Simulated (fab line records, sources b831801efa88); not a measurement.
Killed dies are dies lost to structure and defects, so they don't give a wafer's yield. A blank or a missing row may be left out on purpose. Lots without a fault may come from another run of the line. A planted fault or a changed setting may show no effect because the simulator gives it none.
fab line records | flow sky130
record lots=5 wafers=15 last_day=49
route steps=708 shown POLY_CUT@308 SD_P@320 RES_XHIGH@332 SD_N@342
lots that met no fault: from a run of the same line without faults
start_h: hours from the record's first day to the start of the lot's first wafer shown | wait_h: hours since the lot's step before | " the same as in the row above | L1.1+2: a row that stands for several wafers | - no value, or no start given | * or withheld: withheld | < > ~ a bound
route shown NAME@n: a module of which the file shows steps, and the number in the route of the first | usual: mean/standard deviation of fault-free wafers | same: alike in all rows | chamber/n: place in a boat | sites: the reading at each site | _std_site: their standard deviation | _edge_site: outer sites' mean less inner sites' | radius_mm: how far each site lies from the wafer's centre | mask NAME#n: copy n | behind: the tool/chamber that last shaped the wafer | hold: why the lot was held/for how many hours/how that ended | device: the transistor (n, p or np) that didn't switch | end of line: the same wafers' tests at the end of the route | a step without rows: its recipe alone | killed: dies lost to structure and defects at the first sort, not the wafer's yield | map: a wafer's dies, x killed, . not, _ none there
set.NAME: the setting as run; set.NAME@STEP: as run at that earlier step | model.NAME: the simulator's own value behind a step, which no gauge read
lots at some steps of the route; a table a step, a row a wafer
services: from which hour (start_h, from the record's first day; less than 0 if before it) a tool's chamber was out of use, for how many hours, and why
## steps
# step SKY_POLY_CUT_HMDS_01
# recipe prime_time_s=60 prime_temp_c=120
# columns lot.wafer tool chamber start_h wait_h
L075.1+4+5 litho_track-04 0 553.68 0.1
L076.2+3+4 litho_track-01 0 559.16 0.1
L082.1+2+3 litho_track-01 0 614.43 0.1
L091.2+4+6 litho_track-02 0 691.32 0.1
L093.1+2+4 litho_track-04 0 703.98 0.1
# step SKY_POLY_CUT_COAT_02
# recipe resist=BARC temp_c=withheld time_s=withheld spin_rpm=3061 resist_thk_nm=60
# usual dispense_pressure_kPa=51.9/2.8
# columns lot.wafer tool chamber start_h wait_h dispense_pressure_kPa
L075.1 litho_track-04 0 553.83 0.1 50.8
L075.4 " 0 " " 50.9
L075.5 " 0 " " 50.8
L076.2 litho_track-01 0 559.31 0.1 55.4
L076.3 " 0 " " 55.4
L076.4 " 0 " " 55.4
L082.1 litho_track-01 0 614.58 0.1 55.2
L082.2 " 0 " " 55.3
L082.3 " 0 " " 55.3
L091.2 litho_track-02 0 691.47 0.1 48.4
L091.4 " 0 " " 48.4
L091.6 " 0 " " 48.4
L093.1 litho_track-04 0 704.13 0.1 50.8
L093.2 " 0 " " 50.7
L093.4 " 0 " " 50.7
# step SKY_POLY_CUT_COAT_03
# recipe resist=KrF-thick spin_rpm=3000 resist_thk_nm=450
# usual dispense_pressure_kPa=51.9/2.8
# columns lot.wafer tool chamber start_h wait_h dispense_pressure_kPa
L075.1 litho_track-04 0 - - 50.8
L075.4 " 0 " " 50.8
L075.5 " 0 " " 50.8
L076.2 litho_track-01 0 - - 55.3
L076.3 " 0 " " 55.3
L076.4 " 0 " " 55.3
L082.1 litho_track-01 0 - - 55.3
L082.2 " 0 " " 55.3
L082.3 " 0 " " 55.3
L091.2 litho_track-02 0 - - 48.4
L091.4 " 0 " " 48.4
L091.6 " 0 " " 48.4
L093.1 litho_track-04 0 - - 50.7
L093.2 " 0 " " 50.8
L093.4 " 0 " " 50.8
# step SKY_POLY_CUT_SOFTBAKE_04
# recipe temp_c=100 time_s=90 resist=KrF-thick
# columns lot.wafer tool chamber start_h wait_h
L075.1+4+5 litho_track-04 0 - -
L076.2+3+4 litho_track-01 0 - -
L082.1+2+3 litho_track-01 0 - -
L091.2+4+6 litho_track-02 0 - -
L093.1+2+4 litho_track-04 0 - -
# step SKY_POLY_CUT_EXPOSE_05
# recipe mask_id=NPCM na=0.8 source_shape=annular sigma_inner=0.55 sigma_outer=0.85 target_cd_nm=270 dose_mj=32
# usual exposure_dose_mJ_cm2=31.96/0.033
# columns lot.wafer tool chamber start_h wait_h mask exposure_dose_mJ_cm2
L075.1 krf_scanner-02 0 - - NPCM#0 31.92
L075.4 " 0 " " NPCM#0 31.94
L075.5 " 0 " " NPCM#0 31.98
L076.2 krf_scanner-02 0 - - NPCM#0 31.95
L076.3 " 0 " " NPCM#0 31.93
L076.4 " 0 " " NPCM#0 31.96
L082.1 krf_scanner-02 0 - - NPCM#0 31.99
L082.2 " 0 " " NPCM#0 31.99
L082.3 " 0 " " NPCM#0 31.99
L091.2 krf_scanner-02 0 - - NPCM#0 31.91
L091.4 " 0 " " NPCM#0 31.91
L091.6 " 0 " " NPCM#0 31.91
L093.1 krf_scanner-01 0 - - NPCM#0 31.99
L093.2 " 0 " " NPCM#0 31.95
L093.4 " 0 " " NPCM#0 32.00
# step SKY_POLY_CUT_PEB_06
# recipe peb_temp_c=withheld peb_time_s=withheld resist=KrF-thick
# columns lot.wafer tool chamber start_h wait_h
L075.1+4+5 litho_track-01 0 - -
L076.2+3+4 litho_track-01 0 - -
L082.1+2+3 litho_track-01 0 - -
L091.2+4+6 litho_track-04 0 - -
L093.1+2+4 litho_track-04 0 - -
# step SKY_POLY_CUT_DEVELOP_07
# recipe develop_time_s=60 resist=KrF-thick dev_temp_c=21
# columns lot.wafer tool chamber start_h wait_h
L075.1+4+5 litho_track-01 0 - -
L076.2+3+4 litho_track-01 0 - -
L082.1+2+3 litho_track-01 0 - -
L091.2+4+6 litho_track-04 0 - -
L093.1+2+4 litho_track-04 0 - -
# step SKY_POLY_CUT_CD_MEAS_08
# recipe target_cd_nm=270
# usual cd_nm=269.9/1.6
# columns lot.wafer tool chamber start_h wait_h cd_nm
L075.1 cd_sem-01 - 569.63 - 272.7
L075.4 " - " " 272.5
L075.5 " - " " 271.6
L076.2 cd_sem-02 - 574.70 - 269.3
L076.3 " - " " 269.9
L076.4 " - " " 270.1
L082.1 cd_sem-02 - 630.58 - 270.2
L082.2 " - " " 269.8
L082.3 " - " " 269.4
L091.2 cd_sem-02 - 705.30 - 269.4
L091.4 " - " " 269.4
L091.6 " - " " 271.2
L093.1 cd_sem-02 - 718.53 - 270.9
L093.2 " - " " 270.7
L093.4 " - " " 270.7
# step SKY_POLY_CUT_OVL_MEAS_09
# usual POLY_CUT_OVL=-2/5
# columns lot.wafer tool chamber start_h wait_h POLY_CUT_OVL[nm]
L075.1 overlay-02 - 569.75 0.1 -5
L075.4 " - " " 2
L075.5 " - " " 1
L076.2 overlay-02 - 574.81 0.1 4
L076.3 " - " " 5
L076.4 " - " " 1
L082.1 overlay-02 - 630.70 0.1 -9
L082.2 " - " " -2
L082.3 " - " " -8
L091.2 overlay-01 - 705.41 0.1 -2
L091.4 " - " " -4
L091.6 " - " " 3
L093.1 overlay-01 - 718.65 0.1 -7
L093.2 " - " " -12
L093.4 " - " " -11
# step SKY_POLY_CUT_ETCH_10
# recipe chemistry=N2/H2 target=BARC ion_energy_ev=200 source_w=500 bias_w=100 pressure_mtorr=30 n2_flow_sccm=100 h2_flow_sccm=200 stop_on=SiO2 time_s=45.9 target_depth_a=600
# usual drypump_motor_current_A=5.71/0.29 oes_product_au=0.850/0.0041 throttle_valve_pct=13.225/0.0092
# columns lot.wafer tool chamber start_h wait_h drypump_motor_current_A oes_product_au rf_hours_counter_h throttle_valve_pct
L075.1 rie_diel-01 3 569.79 0.0 6.02 0.852 14 13.235
L075.4 " 2 " " 5.44 0.853 - 13.215
L075.5 " 0 " " 5.47 0.849 - 13.232
L076.2 rie_diel-04 3 574.84 0.0 5.40 0.856 14 13.221
L076.3 " 1 " " 5.70 0.850 11 13.212
L076.4 " 0 " " 5.64 0.852 78 13.233
L082.1 rie_diel-04 1 630.74 0.0 5.65 0.856 12 13.219
L082.2 " 0 " " 5.67 0.843 1 13.228
L082.3 " 2 " " 5.55 0.849 65 13.232
L091.2 rie_diel-04 0 705.44 0.0 5.65 0.849 2 13.237
L091.4 " 3 " " 5.40 0.852 17 13.219
L091.6 " 0 " " 5.65 0.842 - 13.242
L093.1 rie_diel-01 0 718.69 0.0 5.53 0.852 6 13.233
L093.2 " 2 " " 5.45 0.852 2 13.235
L093.4 " 3 " " 6.02 0.858 17 13.233
# step SKY_POLY_CUT_ETCH_11
# recipe target=Si3N4 chemistry=CF4/CH2F2/Ar stop_on=poly-Si source_w=600 bias_w=150 pressure_mtorr=40 cf4_flow_sccm=40 ch2f2_flow_sccm=20 Ar_flow_sccm=150 time_s=42.5 target_depth_a=600
# usual drypump_motor_current_A=5.71/0.28 mfc_ar_sccm=150.1/0.47 oes_product_au=0.829/0.0071 throttle_valve_pct=14.995/0.0094
# columns lot.wafer tool chamber start_h wait_h drypump_motor_current_A mfc_ar_sccm oes_product_au rf_hours_counter_h throttle_valve_pct
L075.1 rie_diel-01 3 569.83 0.0 6.04 150.1 0.831 14 15.005
L075.4 " 2 " " 5.46 150.8 0.845 - 14.997
L075.5 " 0 " " 5.52 149.8 0.829 - 14.995
L076.2 rie_diel-04 3 574.88 0.0 5.39 150.3 0.832 14 14.990
L076.3 " 1 " " 5.62 150.0 0.834 11 15.015
L076.4 " 0 " " 5.65 149.8 0.836 78 15.004
L082.1 rie_diel-04 1 630.78 0.0 5.67 149.8 0.823 12 14.995
L082.2 " 0 " " 5.67 150.0 0.837 1 14.994
L082.3 " 2 " " 5.56 150.5 0.837 65 14.992
L091.2 rie_diel-04 0 705.48 0.0 5.65 150.3 0.829 2 15.001
L091.4 " 3 " " 5.41 150.1 0.823 17 14.990
L091.6 " 0 " " 5.66 150.0 0.829 - 14.995
L093.1 rie_diel-01 0 718.73 0.0 5.53 149.5 0.822 6 14.989
L093.2 " 2 " " 5.46 149.4 0.821 2 14.994
L093.4 " 3 " " 6.03 150.7 0.820 17 14.987
# step SKY_POLY_CUT_STRIP_12
# recipe chemistry=O2/N2 power_w=1400 pressure_mtorr=1500 platen_temp_c=withheld o2_flow_sccm=3000 n2_flow_sccm=300 overash_fraction=0.5
# usual drypump_motor_current_A=6.0/0.44 oes_product_au=0.452/0.0046 strip_time_to_endpoint_s=5.352/0.018
# columns lot.wafer tool chamber start_h wait_h drypump_motor_current_A oes_product_au rf_hours_counter_h strip_time_to_endpoint_s
L075.1 plasma_asher-01 0 569.87 0.0 6.0 0.449 69 5.340
L075.4 " 1 " " 5.6 0.451 - 5.333
L075.5 " 0 " " 6.0 0.442 - 5.317
L076.2 plasma_asher-01 1 574.92 0.0 5.6 0.453 69 5.342
L076.3 " 0 " " 6.0 0.461 - 5.363
L076.4 " 1 " " 5.6 0.459 - 5.342
L082.1 plasma_asher-03 1 630.82 0.0 6.4 0.450 21 5.360
L082.2 " 0 " " 6.4 0.451 21 5.344
L082.3 " 1 " " 6.4 0.455 - 5.326
L091.2 plasma_asher-04 0 705.52 0.0 5.3 0.455 103 5.325
L091.4 " 1 " " 6.7 0.459 - 5.389
L091.6 " 1 " " 6.7 0.452 - 5.328
L093.1 plasma_asher-04 0 718.77 0.0 5.4 0.448 105 5.339
L093.2 " 1 " " 6.6 0.458 105 5.353
L093.4 " 0 " " 5.3 0.447 - 5.343
# step SKY_SD_P_DEHYDRATE_00
# recipe temp_c=200 time_s=60
# columns lot.wafer tool chamber start_h wait_h
L075.1+4+5 litho_track-03 0 583.43 13.5
L076.2+3+4 litho_track-04 0 589.31 14.4
L082.1+2+3 litho_track-03 0 643.83 13.0
L091.2+4+6 litho_track-04 0 719.21 13.7
L093.1+2+4 litho_track-01 0 732.08 13.3
# step SKY_SD_P_HMDS_01
# recipe prime_time_s=60 prime_temp_c=120
# columns lot.wafer tool chamber start_h wait_h
L075.1+4+5 litho_track-03 0 583.58 0.1
L076.2+3+4 litho_track-04 0 589.46 0.1
L082.1+2+3 litho_track-03 0 643.98 0.1
L091.2+4+6 litho_track-04 0 719.36 0.1
L093.1+2+4 litho_track-01 0 732.23 0.1
# step SKY_SD_P_COAT_02
# recipe resist=NOVOLAK spin_rpm=3000 resist_thk_nm=1140
# usual dispense_pressure_kPa=51/4.1
# columns lot.wafer tool chamber start_h wait_h dispense_pressure_kPa
L075.1 litho_track-03 0 583.73 0.1 45
L075.4 " 0 " " 45
L075.5 " 0 " " 45
L076.2 litho_track-04 0 589.61 0.1 51
L076.3 " 0 " " 51
L076.4 " 0 " " 51
L082.1 litho_track-03 0 644.13 0.1 45
L082.2 " 0 " " 45
L082.3 " 0 " " 45
L091.2 litho_track-04 0 719.51 0.1 51
L091.4 " 0 " " 51
L091.6 " 0 " " 51
L093.1 litho_track-01 0 732.38 0.1 55
L093.2 " 0 " " 55
L093.4 " 0 " " 55
# step SKY_SD_P_SOFTBAKE_03
# recipe temp_c=90 time_s=60 resist=NOVOLAK
# columns lot.wafer tool chamber start_h wait_h
L075.1+4+5 litho_track-03 0 583.88 0.1
L076.2+3+4 litho_track-04 0 589.76 0.1
L082.1+2+3 litho_track-03 0 644.28 0.1
L091.2+4+6 litho_track-04 0 719.66 0.1
L093.1+2+4 litho_track-01 0 732.53 0.1
# step SKY_SD_P_EXPOSE_04
# recipe mask_id=PSDM na=0.6 source_shape=conventional sigma_outer=0.6 polarization=unpolarized target_cd_nm=380 dose_mj=138
# usual exposure_dose_mJ_cm2=137.87/0.13
# columns lot.wafer tool chamber start_h wait_h mask exposure_dose_mJ_cm2
L075.1 iline_stepper-02 0 - - PSDM#0 137.88
L075.4 " 0 " " PSDM#0 137.77
L075.5 " 0 " " PSDM#0 137.86
L076.2 iline_stepper-01 0 - - PSDM#0 138.06
L076.3 " 0 " " PSDM#0 137.96
L076.4 " 0 " " PSDM#0 137.76
L082.1 iline_stepper-02 0 - - PSDM#0 137.85
L082.2 " 0 " " PSDM#0 137.95
L082.3 " 0 " " PSDM#0 137.98
L091.2 iline_stepper-01 0 - - PSDM#0 137.91
L091.4 " 0 " " PSDM#0 137.74
L091.6 " 0 " " PSDM#0 137.79
L093.1 iline_stepper-02 0 - - PSDM#0 137.83
L093.2 " 0 " " PSDM#0 137.77
L093.4 " 0 " " PSDM#0 137.68
# step SKY_SD_P_PEB_05
# recipe temp_c=withheld time_s=* resist=NOVOLAK
# columns lot.wafer tool chamber start_h wait_h
L075.1+4+5 litho_track-04 0 - -
L076.2+3+4 litho_track-03 0 - -
L082.1+2+3 litho_track-04 0 - -
L091.2+4+6 litho_track-04 0 - -
L093.1+2+4 litho_track-01 0 - -
# step SKY_SD_P_DEVELOP_06
# recipe resist=NOVOLAK developer=TMAH develop_time_s=60 dev_temp_c=23
# columns lot.wafer tool chamber start_h wait_h
L075.1+4+5 litho_track-04 0 598.63 0.1
L076.2+3+4 litho_track-03 0 604.00 0.1
L082.1+2+3 litho_track-04 0 658.78 0.1
L091.2+4+6 litho_track-04 0 733.16 0.1
L093.1+2+4 litho_track-01 0 745.68 0.1
# step SKY_SD_P_CD_MEAS_07
# recipe target_cd_nm=380
# usual cd_nm=380.4/2.7
# columns lot.wafer tool chamber start_h wait_h cd_nm
L075.1 cd_sem-02 - 598.78 0.1 378.3
L075.4 " - " " 376.0
L075.5 " - " " 377.5
L076.2 cd_sem-02 - 604.15 0.1 378.4
L076.3 " - " " 381.1
L076.4 " - " " 378.8
L082.1 cd_sem-02 - 658.93 0.1 383.8
L082.2 " - " " 383.4
L082.3 " - " " 383.0
L091.2 cd_sem-02 - 733.30 0.1 379.9
L091.4 " - " " 379.2
L091.6 " - " " 379.4
L093.1 cd_sem-01 - 745.83 0.1 380.1
L093.2 " - " " 380.3
L093.4 " - " " 379.8
# step SKY_SD_P_OVL_MEAS_08
# usual SD_P_OVL=-0.3/1.6
# columns lot.wafer tool chamber start_h wait_h SD_P_OVL[nm]
L075.1 overlay-01 - 598.90 0.1 -1.1
L075.4 " - " " -0.7
L075.5 " - " " -1.9
L076.2 overlay-02 - 604.26 0.1 1.6
L076.3 " - " " 0.5
L076.4 " - " " -0.3
L082.1 overlay-02 - 659.05 0.1 -1.1
L082.2 " - " " -2.0
L082.3 " - " " -1.2
L091.2 overlay-01 - 733.41 0.1 1.1
L091.4 " - " " 0.1
L091.6 " - " " -0.8
L093.1 overlay-02 - 745.95 0.1 -3.7
L093.2 " - " " -2.9
L093.4 " - " " -2.0
# step SKY_SD_P_IMPLANT_09
# recipe species=BF2 energy_kev=20 dose_cm2=3e+15 tilt_deg=0
# usual beam_energy_keV=20.002/0.006
# columns lot.wafer tool chamber start_h wait_h beam_energy_keV
L075.1 implanter-01 0 598.94 0.0 20.002
L075.4 " 0 " " 20.008
L075.5 " 0 " " 20.003
L076.2 implanter-04 0 604.31 0.0 20.003
L076.3 " 0 " " 19.995
L076.4 " 0 " " 20.001
L082.1 implanter-01 0 659.09 0.0 20.006
L082.2 " 0 " " 20.001
L082.3 " 0 " " 20.004
L091.2 implanter-01 0 733.46 0.0 20.014
L091.4 " 0 " " 20.002
L091.6 " 0 " " 20.000
L093.1 implanter-04 0 745.99 0.0 19.999
L093.2 " 0 " " 20.003
L093.4 " 0 " " 19.996
# step SKY_SD_P_STRIP_10
# recipe chemistry=O2/N2 power_w=1400 pressure_mtorr=1500 platen_temp_c=withheld o2_flow_sccm=3000 n2_flow_sccm=300 overash_fraction=0.5
# usual drypump_motor_current_A=6.0/0.36 oes_product_au=0.617/0.0046 strip_time_to_endpoint_s=17.50/0.035
# columns lot.wafer tool chamber start_h wait_h drypump_motor_current_A oes_product_au rf_hours_counter_h strip_time_to_endpoint_s
L075.1 plasma_asher-03 1 599.09 0.1 6.5 0.627 17 17.54
L075.4 " 0 " " 6.4 0.629 - 17.51
L075.5 " 0 " " 6.4 0.624 - 17.57
L076.2 plasma_asher-03 1 604.44 0.1 6.5 0.619 18 17.47
L076.3 " 1 " " 6.4 0.615 - 17.48
L076.4 " 0 " " 6.4 0.616 - 17.44
L082.1 plasma_asher-01 0 659.24 0.1 6.0 0.612 78 17.49
L082.2 " 1 " " 5.6 0.621 78 17.51
L082.3 " 0 " " 6.0 0.615 - 17.52
L091.2 plasma_asher-03 0 733.59 0.1 6.4 0.609 31 17.48
L091.4 " 1 " " 6.4 0.617 - 17.49
L091.6 " 0 " " 6.4 0.613 - 17.46
L093.1 plasma_asher-03 0 746.14 0.1 6.4 0.620 32 17.47
L093.2 " 1 " " 6.4 0.618 32 17.52
L093.4 " 0 " " 6.4 0.612 - 17.53
# step SKY_SD_P_TW_MEAS_11
# usual SD_P_TW=2812/15
# columns lot.wafer tool chamber start_h wait_h SD_P_TW
L075.1 film_metro-02 - 599.19 0.1 2805
L075.4 " - " " 2790
L075.5 " - " " 2798
L076.2 film_metro-04 - 604.55 0.1 2812
L076.3 " - " " 2813
L076.4 " - " " 2816
L082.1 film_metro-02 - 659.34 0.1 2782
L082.2 " - " " 2810
L082.3 " - " " 2807
L091.2 film_metro-02 - 733.70 0.1 2795
L091.4 " - " " 2811
L091.6 " - " " 2813
L093.1 film_metro-02 - 746.24 0.1 2783
L093.2 " - " " 2821
L093.4 " - " " 2825
# step SKY_RES_XHIGH_DEHYDRATE_00
# recipe temp_c=200 time_s=60
# columns lot.wafer tool chamber start_h wait_h
L075.1+4+5 litho_track-04 0 612.88 13.7
L076.2+3+4 litho_track-04 0 618.86 14.3
L082.1+2+3 litho_track-04 0 672.73 13.4
L091.2+4+6 litho_track-03 0 746.70 13.0
L093.1+2+4 litho_track-04 0 759.48 13.2
# step SKY_RES_XHIGH_HMDS_01
# recipe prime_time_s=60 prime_temp_c=120
# columns lot.wafer tool chamber start_h wait_h
L075.1+4+5 litho_track-04 0 613.03 0.1
L076.2+3+4 litho_track-04 0 619.01 0.1
L082.1+2+3 litho_track-04 0 672.88 0.1
L091.2+4+6 litho_track-03 0 746.85 0.1
L093.1+2+4 litho_track-04 0 759.63 0.1
# step SKY_RES_XHIGH_COAT_02
# recipe resist=NOVOLAK spin_rpm=3000 resist_thk_nm=1140
# usual dispense_pressure_kPa=48.8/2.3
# columns lot.wafer tool chamber start_h wait_h dispense_pressure_kPa
L075.1 litho_track-04 0 613.18 0.1 50.8
L075.4 " 0 " " 50.8
L075.5 " 0 " " 50.8
L076.2 litho_track-04 0 619.16 0.1 50.8
L076.3 " 0 " " 50.8
L076.4 " 0 " " 50.8
L082.1 litho_track-04 0 673.03 0.1 50.7
L082.2 " 0 " " 50.7
L082.3 " 0 " " 50.8
L091.2 litho_track-03 0 747.00 0.1 45.2
L091.4 " 0 " " 45.2
L091.6 " 0 " " 45.2
L093.1 litho_track-04 0 759.78 0.1 50.8
L093.2 " 0 " " 50.8
L093.4 " 0 " " 50.7
# step SKY_RES_XHIGH_SOFTBAKE_03
# recipe temp_c=90 time_s=60 resist=NOVOLAK
# columns lot.wafer tool chamber start_h wait_h
L075.1+4+5 litho_track-04 0 613.33 0.1
L076.2+3+4 litho_track-04 0 619.31 0.1
L082.1+2+3 litho_track-04 0 673.18 0.1
L091.2+4+6 litho_track-03 0 747.15 0.1
L093.1+2+4 litho_track-04 0 759.93 0.1
# step SKY_RES_XHIGH_EXPOSE_04
# recipe mask_id=URPM na=0.6 source_shape=conventional sigma_outer=0.6 polarization=unpolarized target_cd_nm=1270 dose_mj=140
# usual exposure_dose_mJ_cm2=140.01/0.14
# columns lot.wafer tool chamber start_h wait_h mask exposure_dose_mJ_cm2
L075.1 iline_stepper-02 0 - - URPM#0 140.26
L075.4 " 0 " " URPM#0 139.92
L075.5 " 0 " " URPM#0 140.19
L076.2 iline_stepper-02 0 - - URPM#0 139.86
L076.3 " 0 " " URPM#0 139.85
L076.4 " 0 " " URPM#0 139.95
L082.1 iline_stepper-02 0 - - URPM#0 139.93
L082.2 " 0 " " URPM#0 139.85
L082.3 " 0 " " URPM#0 139.96
L091.2 iline_stepper-02 0 - - URPM#0 140.13
L091.4 " 0 " " URPM#0 139.96
L091.6 " 0 " " URPM#0 139.92
L093.1 iline_stepper-02 0 - - URPM#0 139.92
L093.2 " 0 " " URPM#0 139.90
L093.4 " 0 " " URPM#0 140.08
# step SKY_RES_XHIGH_PEB_05
# recipe temp_c=withheld time_s=* resist=NOVOLAK
# columns lot.wafer tool chamber start_h wait_h
L075.1+4+5 litho_track-04 0 - -
L076.2+3+4 litho_track-04 0 - -
L082.1+2+3 litho_track-02 0 - -
L091.2+4+6 litho_track-02 0 - -
L093.1+2+4 litho_track-04 0 - -
# step SKY_RES_XHIGH_DEVELOP_06
# recipe resist=NOVOLAK developer=TMAH develop_time_s=60 dev_temp_c=23
# columns lot.wafer tool chamber start_h wait_h
L075.1+4+5 litho_track-04 0 628.28 0.1
L076.2+3+4 litho_track-04 0 632.96 0.1
L082.1+2+3 litho_track-02 0 687.09 0.1
L091.2+4+6 litho_track-02 0 760.42 0.1
L093.1+2+4 litho_track-04 0 773.58 0.1
# step SKY_RES_XHIGH_IMPLANT_07
# recipe species=BF2 energy_kev=19.68 dose_cm2=3.6e+14 tilt_deg=0
# usual beam_energy_keV=19.680/0.0069
# columns lot.wafer tool chamber start_h wait_h beam_energy_keV
L075.1 implanter-03 0 628.43 0.1 19.687
L075.4 " 0 " " 19.688
L075.5 " 0 " " 19.693
L076.2 implanter-01 0 633.11 0.1 19.675
L076.3 " 0 " " 19.683
L076.4 " 0 " " 19.672
L082.1 implanter-01 0 687.24 0.1 19.678
L082.2 " 0 " " 19.681
L082.3 " 0 " " 19.685
L091.2 implanter-03 0 760.57 0.1 19.685
L091.4 " 0 " " 19.686
L091.6 " 0 " " 19.680
L093.1 implanter-01 0 773.73 0.1 19.686
L093.2 " 0 " " 19.684
L093.4 " 0 " " 19.687
# step SKY_RES_XHIGH_STRIP_08
# recipe chemistry=O2/N2 power_w=1400 pressure_mtorr=1500 platen_temp_c=withheld o2_flow_sccm=3000 n2_flow_sccm=300 overash_fraction=0.5
# usual drypump_motor_current_A=6.1/0.48 oes_product_au=0.711/0.0042 strip_time_to_endpoint_s=14.27/0.034
# columns lot.wafer tool chamber start_h wait_h drypump_motor_current_A oes_product_au rf_hours_counter_h strip_time_to_endpoint_s
L075.1 plasma_asher-02 0 628.58 0.1 5.5 0.713 50 14.28
L075.4 " 1 " " 6.0 0.711 - 14.29
L075.5 " 0 " " 5.5 0.714 - 14.29
L076.2 plasma_asher-04 0 633.23 0.1 5.3 0.708 96 14.18
L076.3 " 0 " " 5.3 0.722 - 14.23
L076.4 " 1 " " 6.7 0.721 - 14.20
L082.1 plasma_asher-03 0 687.39 0.1 6.4 0.708 26 14.25
L082.2 " 1 " " 6.4 0.712 26 14.24
L082.3 " 0 " " 6.4 0.718 - 14.29
L091.2 plasma_asher-04 1 760.69 0.1 6.6 0.718 2 14.32
L091.4 " 1 " " 6.7 0.711 - 14.30
L091.6 " 1 " " 6.7 0.708 - 14.29
L093.1 plasma_asher-04 0 773.88 0.1 5.4 0.716 3 14.29
L093.2 " 1 " " 6.7 0.711 3 14.28
L093.4 " 0 " " 5.4 0.703 - 14.30
# step SKY_RES_XHIGH_TW_MEAS_09
# usual RES_XHIGH_TW=1626/8
# columns lot.wafer tool chamber start_h wait_h RES_XHIGH_TW
L075.1 film_metro-02 - 628.68 0.1 1641
L075.4 " - " " 1633
L075.5 " - " " 1636
L076.2 film_metro-01 - 633.34 0.1 1633
L076.3 " - " " 1639
L076.4 " - " " 1636
L082.1 film_metro-04 - 687.49 0.1 1618
L082.2 " - " " 1621
L082.3 " - " " 1622
L091.2 film_metro-02 - 760.80 0.1 1624
L091.4 " - " " 1630
L091.6 " - " " 1630
L093.1 film_metro-02 - 773.98 0.1 1622
L093.2 " - " " 1615
L093.4 " - " " 1622
# step SKY_SD_N_DEHYDRATE_00
# recipe temp_c=200 time_s=60
# columns lot.wafer tool chamber start_h wait_h
L075.1+4+5 litho_track-01 0 642.53 13.8
L076.2+3+4 litho_track-02 0 647.22 13.9
L082.1+2+3 litho_track-03 0 700.23 12.7
L091.2+4+6 litho_track-03 0 773.75 12.9
L093.1+2+4 litho_track-02 0 786.44 12.4
# step SKY_SD_N_HMDS_01
# recipe prime_time_s=60 prime_temp_c=120
# columns lot.wafer tool chamber start_h wait_h
L075.1+4+5 litho_track-01 0 642.68 0.1
L076.2+3+4 litho_track-02 0 647.37 0.1
L082.1+2+3 litho_track-03 0 700.38 0.1
L091.2+4+6 litho_track-03 0 773.90 0.1
L093.1+2+4 litho_track-02 0 786.59 0.1
# step SKY_SD_N_COAT_02
# recipe resist=NOVOLAK spin_rpm=3000 resist_thk_nm=1140
# usual dispense_pressure_kPa=49/3.3
# columns lot.wafer tool chamber start_h wait_h dispense_pressure_kPa
L075.1 litho_track-01 0 642.83 0.1 55
L075.4 " 0 " " 55
L075.5 " 0 " " 55
L076.2 litho_track-02 0 647.52 0.1 48
L076.3 " 0 " " 48
L076.4 " 0 " " 48
L082.1 litho_track-03 0 700.53 0.1 45
L082.2 " 0 " " 45
L082.3 " 0 " " 45
L091.2 litho_track-03 0 774.05 0.1 45
L091.4 " 0 " " 45
L091.6 " 0 " " 45
L093.1 litho_track-02 0 786.74 0.1 48
L093.2 " 0 " " 48
L093.4 " 0 " " 48
# step SKY_SD_N_SOFTBAKE_03
# recipe temp_c=90 time_s=60 resist=NOVOLAK
# columns lot.wafer tool chamber start_h wait_h
L075.1+4+5 litho_track-01 0 642.98 0.1
L076.2+3+4 litho_track-02 0 647.67 0.1
L082.1+2+3 litho_track-03 0 700.68 0.1
L091.2+4+6 litho_track-03 0 774.20 0.1
L093.1+2+4 litho_track-02 0 786.89 0.1
# step SKY_SD_N_EXPOSE_04
# recipe mask_id=NSDM na=0.6 source_shape=conventional sigma_outer=0.6 polarization=unpolarized target_cd_nm=380 dose_mj=141
# usual exposure_dose_mJ_cm2=140.84/0.13
# columns lot.wafer tool chamber start_h wait_h mask exposure_dose_mJ_cm2
L075.1 iline_stepper-02 0 - - NSDM#0 140.68
L075.4 " 0 " " NSDM#0 140.79
L075.5 " 0 " " NSDM#0 140.86
L076.2 iline_stepper-01 0 - - NSDM#0 141.01
L076.3 " 0 " " NSDM#0 141.04
L076.4 " 0 " " NSDM#0 140.96
L082.1 iline_stepper-01 0 - - NSDM#0 140.56
L082.2 " 0 " " NSDM#0 140.79
L082.3 " 0 " " NSDM#0 140.95
L091.2 iline_stepper-01 0 - - NSDM#0 140.65
L091.4 " 0 " " NSDM#0 140.99
L091.6 " 0 " " NSDM#0 140.87
L093.1 iline_stepper-01 0 - - NSDM#0 140.85
L093.2 " 0 " " NSDM#0 140.89
L093.4 " 0 " " NSDM#0 140.80
# step SKY_SD_N_PEB_05
# recipe temp_c=withheld time_s=* resist=NOVOLAK
# columns lot.wafer tool chamber start_h wait_h
L075.1+4+5 litho_track-03 0 - -
L076.2+3+4 litho_track-02 0 - -
L082.1+2+3 litho_track-03 0 - -
L091.2+4+6 litho_track-03 0 - -
L093.1+2+4 litho_track-03 0 - -
# step SKY_SD_N_DEVELOP_06
# recipe resist=NOVOLAK developer=TMAH develop_time_s=60 dev_temp_c=23
# columns lot.wafer tool chamber start_h wait_h
L075.1+4+5 litho_track-03 0 656.88 0.1
L076.2+3+4 litho_track-02 0 662.27 0.1
L082.1+2+3 litho_track-03 0 714.78 0.1
L091.2+4+6 litho_track-03 0 786.90 0.1
L093.1+2+4 litho_track-03 0 799.78 0.1
## services
# columns tool chamber start_h hours kind
krf_scanner-02 - 538.89 4.0 pm
plasma_asher-04 - 543.83 2.8 pm
krf_scanner-02 - 545.84 0.3 repair
iline_stepper-01 - 551.03 5.7 repair
implanter-01 - 553.01 3.3 repair
krf_scanner-02 - 568.80 0.8 pm
iline_stepper-01 - 604.85 1.7 pm
krf_scanner-02 - 617.82 1.4 repair
implanter-01 - 618.34 5.1 repair
rie_diel-01 1 629.39 4.0 repair
rie_diel-04 2 643.23 10.0 repair
implanter-01 - 652.65 2.7 repair
krf_scanner-02 - 655.15 1.9 repair
iline_stepper-02 - 657.23 8.9 pm
implanter-01 - 665.91 3.7 repair
krf_scanner-02 - 681.29 0.9 repair
krf_scanner-02 - 683.24 1.0 pm
plasma_asher-04 - 689.17 3.7 repair
iline_stepper-02 - 696.33 1.7 pm
implanter-01 - 717.24 3.1 repair
plasma_asher-04 - 720.81 1.5 repair
rie_diel-04 2 726.32 8.0 repair
plasma_asher-04 - 733.75 9.0 pm
iline_stepper-01 - 737.38 1.7 repair
## key
fault none
